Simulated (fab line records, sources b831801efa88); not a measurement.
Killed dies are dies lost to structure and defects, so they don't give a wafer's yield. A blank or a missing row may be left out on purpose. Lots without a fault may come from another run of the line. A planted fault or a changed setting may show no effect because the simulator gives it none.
One fault seen from 2 desks | flow gf180mcu | each desk has only its own numbers; what lay behind them comes last

THE TOOL OWNER'S DESK: pvd_sputter-03
The tool's own readings at GF_MIM_SPUTTER_03 (material Ti, target thk 10 nm, time 6.7 s): means of the sampled wafers that have a number, for each lot that ran on this tool. A lot is out of limits, marked OUT, if its mean lies more than 4 standard deviations from the usual mean; the brackets give that distance.
Columns: A = throttle_valve_pct at GF_MIM_SPUTTER_03, usual 30.4 %
lot  | first seen here | A
L206 | day 26 21:32    | 29.9
L209 | day 28 04:43    | 31.2
L211 | day 28 09:19    | 32.9
L210 | day 28 10:37    | 30.8
L212 | day 28 13:51    | 29.9
L214 | day 29 08:12    | 30.1
This desk's finding: nothing out of limits on any of the 6 lots.

THE METROLOGY DESK
What the gauges read, lot by lot, whatever tool the lot ran on: means of the sampled wafers that have a number. A lot is out of limits, marked OUT, if its mean lies more than 4 standard deviations from the usual mean; the brackets give that distance.
Columns: A = cd_nm at GF_V4_CD_MEAS_14, usual 260.4 nm
lot  | first seen here | A
L201 | day 24 17:30    | 259.4
L203 | day 26 09:48    | 258.3
L205 | day 26 13:58    | 259.7
L206 | day 26 19:51    | 257.7
L209 | day 28 03:00    | 261.9
L208 | day 28 04:59    | 259.6
L211 | day 28 07:38    | 263.1
L210 | day 28 08:55    | 260.3
L212 | day 28 12:11    | 260.5
L214 | day 29 06:33    | 259.6
L221 | day 31 04:00    | 261.8
L222 | day 31 11:08    | 263.1
L223 | day 31 16:36    | 258.4
This desk's finding: nothing out of limits on any of the 13 lots.

PUT TOGETHER
The tool owner's desk saw nothing out of limits.
The metrology desk saw nothing out of limits.

WHAT THE SIMULATOR HAD PUT IN
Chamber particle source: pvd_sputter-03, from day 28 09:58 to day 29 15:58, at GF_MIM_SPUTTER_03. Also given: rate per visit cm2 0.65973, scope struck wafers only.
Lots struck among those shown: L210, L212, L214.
